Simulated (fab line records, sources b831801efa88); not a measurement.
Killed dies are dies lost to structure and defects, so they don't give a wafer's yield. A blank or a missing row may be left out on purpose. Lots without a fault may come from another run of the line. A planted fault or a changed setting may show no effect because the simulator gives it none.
One fault seen from 2 desks | flow gf180mcu | each desk has only its own numbers; what lay behind them comes last

THE METROLOGY DESK
What the gauges read, lot by lot, whatever tool the lot ran on: means of the sampled wafers that have a number. A lot is out of limits, marked OUT, if its mean lies more than 4 standard deviations from the usual mean; the brackets give that distance.
Columns: A = SALICIDE_TIN_RS at GF_SALICIDE_RS_MEAS_04, usual 16.35 ohm/sq; B = SALICIDE_TIN_THK at GF_SALICIDE_THK_MEAS_05, usual 20.07 nm; C = M3_OVL at GF_M3_OVL_MEAS_15, usual 0 nm; D = V3_BOW at GF_V3_BOW_MEAS_05, usual 120 um
lot  | first seen here | A                | B                | C   | D
L522 | day 15 04:11    | 16.33            | 20.24            | -4  | 121
L524 | day 16 03:41    | 15.86            | 22.53 (+9.8) OUT | -1  | 127
L525 | day 16 12:32    | 16.56            | 20.05            | 3   | 120
L526 | day 16 19:06    | 15.13 (-4.2) OUT | 24.69 (+18) OUT  | 4   | 128
L534 | day 19 17:01    | 16.55            | 20.25            | -2  | 126
L535 | day 20 01:56    | 16.76            | 20.20            | -1  | 122
L536 | day 20 14:38    | 16.15            | 19.57            | 3   | 120
L537 | day 20 22:49    | 16.54            | 20.32            | 0   | 120
L538 | day 21 05:08    | 16.54            | 20.03            | 0   | 125
L539 | day 21 12:46    | 16.57            | 20.10            | 0   | 119
L541 | day 22 03:13    | 15.98            | 20.20            | -10 | 106
L542 | day 22 13:49    | 16.22            | 19.77            | 6   | 115
L544 | day 23 04:38    | 16.09            | 19.83            | -3  | 120
This desk's finding: out of limits on L524, L526; first on L524, day 16 03:47 (SALICIDE_TIN_THK at GF_SALICIDE_THK_MEAS_05). In limits: L522, L525, L534, L535, L536, L537, L538, L539, L541, L542, L544.

THE TOOL OWNER'S DESK: pvd_sputter-04
The tool's own readings at GF_SALICIDE_SPUTTER_03 (material TiN, target thk 20 nm, time 16.7 s): means of the sampled wafers that have a number, for each lot that ran on this tool. A lot is out of limits, marked OUT, if its mean lies more than 4 standard deviations from the usual mean; the brackets give that distance.
Columns: A = throttle_valve_pct at GF_SALICIDE_SPUTTER_03, usual 29.9 %
lot  | first seen here | A
L522 | day 15 04:07    | 30.0
L524 | day 16 03:37    | 29.9
L526 | day 16 19:03    | 29.7
L534 | day 19 16:58    | 29.8
L536 | day 20 14:36    | 29.8
L541 | day 22 03:10    | 30.1
L542 | day 22 13:46    | 29.9
This desk's finding: nothing out of limits on any of the 7 lots.

PUT TOGETHER
The metrology desk could have raised an alarm at day 16 03:47, on L524, L526.
The tool owner's desk saw nothing out of limits.
The tool owner's desk has L524, L526 on record, within its limits.
Of the lots named, all ran GF_SALICIDE_SPUTTER_03 on pvd_sputter-04.

WHAT THE SIMULATOR HAD PUT IN
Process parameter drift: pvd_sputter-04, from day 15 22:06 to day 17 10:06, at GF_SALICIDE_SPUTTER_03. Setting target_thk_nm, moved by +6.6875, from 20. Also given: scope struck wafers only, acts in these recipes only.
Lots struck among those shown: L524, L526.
Hours from the fault's start to each desk's first reading out of limits: the metrology desk, 6.
